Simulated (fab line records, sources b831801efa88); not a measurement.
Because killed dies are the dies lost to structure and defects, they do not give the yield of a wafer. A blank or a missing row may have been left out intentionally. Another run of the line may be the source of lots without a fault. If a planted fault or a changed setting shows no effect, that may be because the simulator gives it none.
The tool behind it: which one? :: flow gf180mcu :: 24 lots, 72 wafers sampled, at 4 steps of a route of 602

== WHAT THE GAUGES READ, wafer by wafer ==
GF_V5_BOW_MEAS_05.
lot: L074
measured: day 26 16:16
on: film metro-03
V5_BOW (um): 148 144 149

lot: L075
measured: day 27 00:32
on: film metro-01
V5_BOW (um): 123 132 125

lot: L076
measured: day 27 08:43
on: film metro-02
V5_BOW (um): 132 133 135

lot: L077
measured: day 27 08:37
on: film metro-01
V5_BOW (um): 139 141 144

lot: L078
measured: day 27 23:47
on: film metro-01
V5_BOW (um): 132 139 121

lot: L079
measured: day 28 01:52
on: film metro-02
V5_BOW (um): 145 147 146

lot: L080
measured: day 28 13:17
on: film metro-02
V5_BOW (um): 134 129 142

lot: L081
measured: day 29 01:38
on: film metro-03
V5_BOW (um): 134 127 133

lot: L082
measured: day 29 02:13
on: film metro-03
V5_BOW (um): 127 138 129

lot: L083
measured: day 29 03:14
on: film metro-02
V5_BOW (um): 123 131 131

lot: L084
measured: day 29 16:00
on: film metro-03
V5_BOW (um): 146 144 143

lot: L085
measured: day 29 19:30
on: film metro-01
V5_BOW (um): 133 128 126

lot: L086
measured: day 30 02:56
on: film metro-03
V5_BOW (um): 132 141 126

lot: L087
measured: day 30 07:54
on: film metro-03
V5_BOW (um): 129 134 132

lot: L088
measured: day 30 19:10
on: film metro-02
V5_BOW (um): 125 135 128

lot: L089
measured: day 31 03:25
on: film metro-01
V5_BOW (um): 148 141 131

lot: L090
measured: day 31 12:34
on: film metro-01
V5_BOW (um): 139 133 124

lot: L091
measured: day 31 13:54
on: film metro-01
V5_BOW (um): 123 107 128

lot: L092
measured: day 31 17:55
on: film metro-02
V5_BOW (um): 135 141 126

lot: L093
measured: day 32 04:17
on: film metro-03
V5_BOW (um): 123 129 128

lot: L094
measured: day 32 05:23
on: film metro-03
V5_BOW (um): 129 120 129

lot: L095
measured: day 32 10:56
on: film metro-03
V5_BOW (um): 136 133 132

lot: L096
measured: day 33 02:41
on: film metro-02
V5_BOW (um): 136 129 128

lot: L097
measured: day 33 03:40
on: film metro-01
V5_BOW (um): 127 127 125

== WHAT TOOL EACH LOT RAN ON (gives the tool, then ch and the chambers of the sampled wafers, and finally the start) ==
lot: L074
GF_M1_SPUTTER_03: pvd sputter-03, day 16 11:52
GF_V3_STRIP_18: plasma asher-03 ch 0,1, day 22 18:20
GF_M5_ETCH_09: rie diel-03 ch 0,2,3, day 26 14:52

lot: L075
GF_M1_SPUTTER_03: pvd sputter-01, day 16 19:15
GF_V3_STRIP_18: plasma asher-03 ch 0,1, day 23 03:43
GF_M5_ETCH_09: rie diel-03 ch 0,2, day 26 23:15

lot: L076
GF_M1_SPUTTER_03: pvd sputter-02, day 17 03:59
GF_V3_STRIP_18: plasma asher-01 ch 0,1, day 23 11:41
GF_M5_ETCH_09: rie diel-02 ch 0,1,3, day 27 07:25

lot: L077
GF_M1_SPUTTER_03: pvd sputter-02, day 17 07:20
GF_V3_STRIP_18: plasma asher-01 ch 0,1, day 23 12:44
GF_M5_ETCH_09: rie diel-01 ch 0,1,2, day 27 07:18

lot: L078
GF_M1_SPUTTER_03: pvd sputter-03, day 17 22:02
GF_V3_STRIP_18: plasma asher-01 ch 0,1, day 24 05:03
GF_M5_ETCH_09: rie diel-02 ch 2,3, day 27 22:27

lot: L079
GF_M1_SPUTTER_03: pvd sputter-01, day 18 03:22
GF_V3_STRIP_18: plasma asher-03 ch 0, day 24 08:23
GF_M5_ETCH_09: rie diel-03 ch 1,2, day 28 00:35

lot: L080
GF_M1_SPUTTER_03: pvd sputter-03, day 18 14:59
GF_V3_STRIP_18: plasma asher-02 ch 0,1, day 24 19:57
GF_M5_ETCH_09: rie diel-02 ch 1,2, day 28 11:51

lot: L081
GF_M1_SPUTTER_03: pvd sputter-01, day 18 22:04
GF_V3_STRIP_18: plasma asher-01 ch 0,1, day 25 03:41
GF_M5_ETCH_09: rie diel-02 ch 0,1,3, day 28 19:47

lot: L082
GF_M1_SPUTTER_03: pvd sputter-02, day 19 04:38
GF_V3_STRIP_18: plasma asher-03 ch 0,1, day 25 08:28
GF_M5_ETCH_09: rie diel-03 ch 0,2,3, day 28 23:04

lot: L083
GF_M1_SPUTTER_03: pvd sputter-01, day 19 10:30
GF_V3_STRIP_18: plasma asher-02 ch 0,1, day 25 12:13
GF_M5_ETCH_09: rie diel-03 ch 0,1,3, day 29 01:37

lot: L084
GF_M1_SPUTTER_03: pvd sputter-02, day 19 23:36
GF_V3_STRIP_18: plasma asher-02 ch 0,1, day 26 00:53
GF_M5_ETCH_09: rie diel-02 ch 0,2,3, day 29 14:20

lot: L085
GF_M1_SPUTTER_03: pvd sputter-02, day 20 04:30
GF_V3_STRIP_18: plasma asher-01 ch 0,1, day 26 04:53
GF_M5_ETCH_09: rie diel-02 ch 0,1, day 29 18:04

lot: L086
GF_M1_SPUTTER_03: pvd sputter-01, day 20 14:02
GF_V3_STRIP_18: plasma asher-03 ch 0,1, day 26 14:16
GF_M5_ETCH_09: rie diel-03 ch 0,1,2, day 30 01:30

lot: L087
GF_M1_SPUTTER_03: pvd sputter-01, day 21 00:53
GF_V3_STRIP_18: plasma asher-03 ch 0,1, day 26 20:46
GF_M5_ETCH_09: rie diel-02 ch 0,2,3, day 30 06:35

lot: L088
GF_M1_SPUTTER_03: pvd sputter-02, day 21 10:47
GF_V3_STRIP_18: plasma asher-02 ch 0,1, day 27 06:44
GF_M5_ETCH_09: rie diel-03 ch 0,3, day 30 17:55

lot: L089
GF_M1_SPUTTER_03: pvd sputter-02, day 21 22:23
GF_V3_STRIP_18: plasma asher-01 ch 0,1, day 27 18:16
GF_M5_ETCH_09: rie diel-02 ch 1,3, day 31 02:08

lot: L090
GF_M1_SPUTTER_03: pvd sputter-03, day 22 04:53
GF_V3_STRIP_18: plasma asher-01 ch 0,1, day 27 23:35
GF_M5_ETCH_09: rie diel-03 ch 0,2,3, day 31 10:50

lot: L091
GF_M1_SPUTTER_03: pvd sputter-02, day 22 12:12
GF_V3_STRIP_18: plasma asher-02 ch 0,1, day 28 04:16
GF_M5_ETCH_09: rie diel-02 ch 0,1, day 31 12:29

lot: L092
GF_M1_SPUTTER_03: pvd sputter-03, day 22 18:11
GF_V3_STRIP_18: plasma asher-02 ch 0,1, day 28 10:23
GF_M5_ETCH_09: rie diel-03 ch 1,2,3, day 31 16:32

lot: L093
GF_M1_SPUTTER_03: pvd sputter-01, day 23 03:27
GF_V3_STRIP_18: plasma asher-03 ch 0,1, day 28 20:16
GF_M5_ETCH_09: rie diel-02 ch 0,1,2, day 32 02:41

lot: L094
GF_M1_SPUTTER_03: pvd sputter-01, day 23 06:54
GF_V3_STRIP_18: plasma asher-03 ch 0,1, day 28 22:20
GF_M5_ETCH_09: rie diel-03 ch 2,3, day 32 04:01

lot: L095
GF_M1_SPUTTER_03: pvd sputter-02, day 23 15:35
GF_V3_STRIP_18: plasma asher-01 ch 0,1, day 29 03:41
GF_M5_ETCH_09: rie diel-02 ch 0,1,3, day 32 09:40

lot: L096
GF_M1_SPUTTER_03: pvd sputter-03, day 24 10:44
GF_V3_STRIP_18: plasma asher-02 ch 0,1, day 29 21:58
GF_M5_ETCH_09: rie diel-01 ch 0,2,3, day 33 01:23

lot: L097
GF_M1_SPUTTER_03: pvd sputter-03, day 24 12:42
GF_V3_STRIP_18: plasma asher-01 ch 0,1, day 29 23:56
GF_M5_ETCH_09: rie diel-02 ch 1,3, day 33 02:20
- GF_M1_SPUTTER_03: material Ti, target thk 10 nm, time 6.7 s.
- GF_V3_STRIP_18: strips in O2/N2.
- GF_M5_ETCH_09: etches Si3N4 in CF4/O2, target depth 52 nm, time 11.6 s.

== WHAT THE TOOLS THEMSELVES READ (means of the sampled wafers that have a number; where no wafer has one, the mark that the record gives instead) ==
GF_M1_SPUTTER_03.
lot: L074
tool: pvd sputter-03
throttle valve pct (%): 31.1

lot: L075
tool: pvd sputter-01
throttle valve pct (%): 29.7

lot: L076
tool: pvd sputter-02
throttle valve pct (%): 29.9

lot: L077
tool: pvd sputter-02
throttle valve pct (%): 30.3

lot: L078
tool: pvd sputter-03
throttle valve pct (%): 30.1

lot: L079
tool: pvd sputter-01
throttle valve pct (%): 30.1

lot: L080
tool: pvd sputter-03
throttle valve pct (%): 30.7

lot: L081
tool: pvd sputter-01
throttle valve pct (%): 29.7

lot: L082
tool: pvd sputter-02
throttle valve pct (%): 29.7

lot: L083
tool: pvd sputter-01
throttle valve pct (%): 29.9

lot: L084
tool: pvd sputter-02
throttle valve pct (%): 30.1

lot: L085
tool: pvd sputter-02
throttle valve pct (%): 30.2

lot: L086
tool: pvd sputter-01
throttle valve pct (%): 30.3

lot: L087
tool: pvd sputter-01
throttle valve pct (%): 30.8

lot: L088
tool: pvd sputter-02
throttle valve pct (%): 30.4

lot: L089
tool: pvd sputter-02
throttle valve pct (%): 30.3

lot: L090
tool: pvd sputter-03
throttle valve pct (%): 30.6

lot: L091
tool: pvd sputter-02
throttle valve pct (%): 29.9

lot: L092
tool: pvd sputter-03
throttle valve pct (%): 31.0

lot: L093
tool: pvd sputter-01
throttle valve pct (%): 30.6

lot: L094
tool: pvd sputter-01
throttle valve pct (%): 30.8

lot: L095
tool: pvd sputter-02
throttle valve pct (%): 30.2

lot: L096
tool: pvd sputter-03
throttle valve pct (%): 30.6

lot: L097
tool: pvd sputter-03
throttle valve pct (%): 31.2

GF_V3_STRIP_18.
lot: L074
tool: plasma asher-03
drypump motor current A (A): 5.7
heater power w (W): 324
oes product au (a.u.): 0.585

lot: L075
tool: plasma asher-03
drypump motor current A (A): 5.7
heater power w (W): 335
oes product au (a.u.): 0.595

lot: L076
tool: plasma asher-01
drypump motor current A (A): 6.3
heater power w (W): 345
oes product au (a.u.): 0.593

lot: L077
tool: plasma asher-01
drypump motor current A (A): 6.3
heater power w (W): 337
oes product au (a.u.): 0.590

lot: L078
tool: plasma asher-01
drypump motor current A (A): 6.3
heater power w (W): 347
oes product au (a.u.): 0.589

lot: L079
tool: plasma asher-03
drypump motor current A (A): 5.8
heater power w (W): 322
oes product au (a.u.): 0.590

lot: L080
tool: plasma asher-02
drypump motor current A (A): 5.5
heater power w (W): 365
oes product au (a.u.): 0.590

lot: L081
tool: plasma asher-01
drypump motor current A (A): 6.1
heater power w (W): 332
oes product au (a.u.): 0.595

lot: L082
tool: plasma asher-03
drypump motor current A (A): 5.7
heater power w (W): 331
oes product au (a.u.): 0.588

lot: L083
tool: plasma asher-02
drypump motor current A (A): 5.6
heater power w (W): 340
oes product au (a.u.): 0.590

lot: L084
tool: plasma asher-02
drypump motor current A (A): 5.6
heater power w (W): 370
oes product au (a.u.): 0.593

lot: L085
tool: plasma asher-01
drypump motor current A (A): 6.3
heater power w (W): 346
oes product au (a.u.): 0.595

lot: L086
tool: plasma asher-03
drypump motor current A (A): 5.7
heater power w (W): 339
oes product au (a.u.): 0.593

lot: L087
tool: plasma asher-03
drypump motor current A (A): 5.7
heater power w (W): 333
oes product au (a.u.): 0.589

lot: L088
tool: plasma asher-02
drypump motor current A (A): 5.6
heater power w (W): 362
oes product au (a.u.): 0.591

lot: L089
tool: plasma asher-01
drypump motor current A (A): 6.1
heater power w (W): 328
oes product au (a.u.): 0.594

lot: L090
tool: plasma asher-01
drypump motor current A (A): 6.3
heater power w (W): 343
oes product au (a.u.): 0.590

lot: L091
tool: plasma asher-02
drypump motor current A (A): 5.6
heater power w (W): 344
oes product au (a.u.): 0.592

lot: L092
tool: plasma asher-02
drypump motor current A (A): 5.6
heater power w (W): 349
oes product au (a.u.): 0.596

lot: L093
tool: plasma asher-03
drypump motor current A (A): 5.7
heater power w (W): 328
oes product au (a.u.): 0.599

lot: L094
tool: plasma asher-03
drypump motor current A (A): 5.7
heater power w (W): 330
oes product au (a.u.): 0.591

lot: L095
tool: plasma asher-01
drypump motor current A (A): 6.3
heater power w (W): 351
oes product au (a.u.): 0.592

lot: L096
tool: plasma asher-02
drypump motor current A (A): 5.6
heater power w (W): 344
oes product au (a.u.): 0.593

lot: L097
tool: plasma asher-01
drypump motor current A (A): 6.0
heater power w (W): 328
oes product au (a.u.): 0.594

GF_M5_ETCH_09.
lot: L074
tool: rie diel-03
drypump motor current A (A): 5.42
oes product au (a.u.): 1.000
throttle valve pct (%): 5.966

lot: L075
tool: rie diel-03
drypump motor current A (A): 5.63
oes product au (a.u.): 0.995
throttle valve pct (%): 5.975

lot: L076
tool: rie diel-02
drypump motor current A (A): 5.27
oes product au (a.u.): 0.993
throttle valve pct (%): 5.968

lot: L077
tool: rie diel-01
drypump motor current A (A): 5.57
oes product au (a.u.): 1.001
throttle valve pct (%): 5.969

lot: L078
tool: rie diel-02
drypump motor current A (A): 5.21
oes product au (a.u.): 0.990
throttle valve pct (%): 5.975

lot: L079
tool: rie diel-03
drypump motor current A (A): 5.65
oes product au (a.u.): 1.007
throttle valve pct (%): 5.964

lot: L080
tool: rie diel-02
drypump motor current A (A): 5.49
oes product au (a.u.): 0.997
throttle valve pct (%): 5.977

lot: L081
tool: rie diel-02
drypump motor current A (A): 5.27
oes product au (a.u.): 0.988
throttle valve pct (%): 5.974

lot: L082
tool: rie diel-03
drypump motor current A (A): 5.43
oes product au (a.u.): 1.005
throttle valve pct (%): 5.958

lot: L083
tool: rie diel-03
drypump motor current A (A): 5.27
oes product au (a.u.): 1.001
throttle valve pct (%): 5.970

lot: L084
tool: rie diel-02
drypump motor current A (A): 5.16
oes product au (a.u.): 0.989
throttle valve pct (%): 5.970

lot: L085
tool: rie diel-02
drypump motor current A (A): 5.48
oes product au (a.u.): 0.991
throttle valve pct (%): 5.964

lot: L086
tool: rie diel-03
drypump motor current A (A): 5.48
oes product au (a.u.): 1.003
throttle valve pct (%): 5.962

lot: L087
tool: rie diel-02
drypump motor current A (A): 5.16
oes product au (a.u.): 0.986
throttle valve pct (%): 5.973

lot: L088
tool: rie diel-03
drypump motor current A (A): 5.21
oes product au (a.u.): 1.008
throttle valve pct (%): 5.973

lot: L089
tool: rie diel-02
drypump motor current A (A): 5.26
oes product au (a.u.): 0.986
throttle valve pct (%): 5.975

lot: L090
tool: rie diel-03
drypump motor current A (A): 5.43
oes product au (a.u.): 1.001
throttle valve pct (%): 5.977

lot: L091
tool: rie diel-02
drypump motor current A (A): 5.30
oes product au (a.u.): 0.995
throttle valve pct (%): 5.964

lot: L092
tool: rie diel-03
drypump motor current A (A): 5.46
oes product au (a.u.): 1.015
throttle valve pct (%): 5.975

lot: L093
tool: rie diel-02
drypump motor current A (A): 5.35
oes product au (a.u.): 0.996
throttle valve pct (%): 5.977

lot: L094
tool: rie diel-03
drypump motor current A (A): 5.61
oes product au (a.u.): 1.010
throttle valve pct (%): 5.974

lot: L095
tool: rie diel-02
drypump motor current A (A): 5.29
oes product au (a.u.): 0.992
throttle valve pct (%): 5.978

lot: L096
tool: rie diel-01
drypump motor current A (A): 5.47
oes product au (a.u.): 0.995
throttle valve pct (%): 5.970

lot: L097
tool: rie diel-02
drypump motor current A (A): 5.43
oes product au (a.u.): 0.995
throttle valve pct (%): 5.965

== THE ANSWER, worked out from the rows above alone ==
Rule: the usual values come from the lots themselves. Put in order of their means at a reading, lots are off if they are a third of the lots or fewer, leave a main group of 4 or more, and stand apart from it by a gap of 3 or more times the standard deviation of the main group's means; of several such gaps the widest counts. A main group whose means are all the same, to the digits that the tables above print for the reading, isn't used. Also off: a lot with no number at a reading for which 4 or more lots have one. Where the step has rows for the other lots, those lots are counted as sound. Order of review: gauges by route order, followed by the tools' own readings, for which a lot's mean as printed above is used. The first step at which some lot is off is used, and at that step the reading that is off furthest; a lot without a number counts as furthest.
None of the lots is off at any reading shown; this tells nothing.

== WHAT THE SIMULATOR PUT IN ==
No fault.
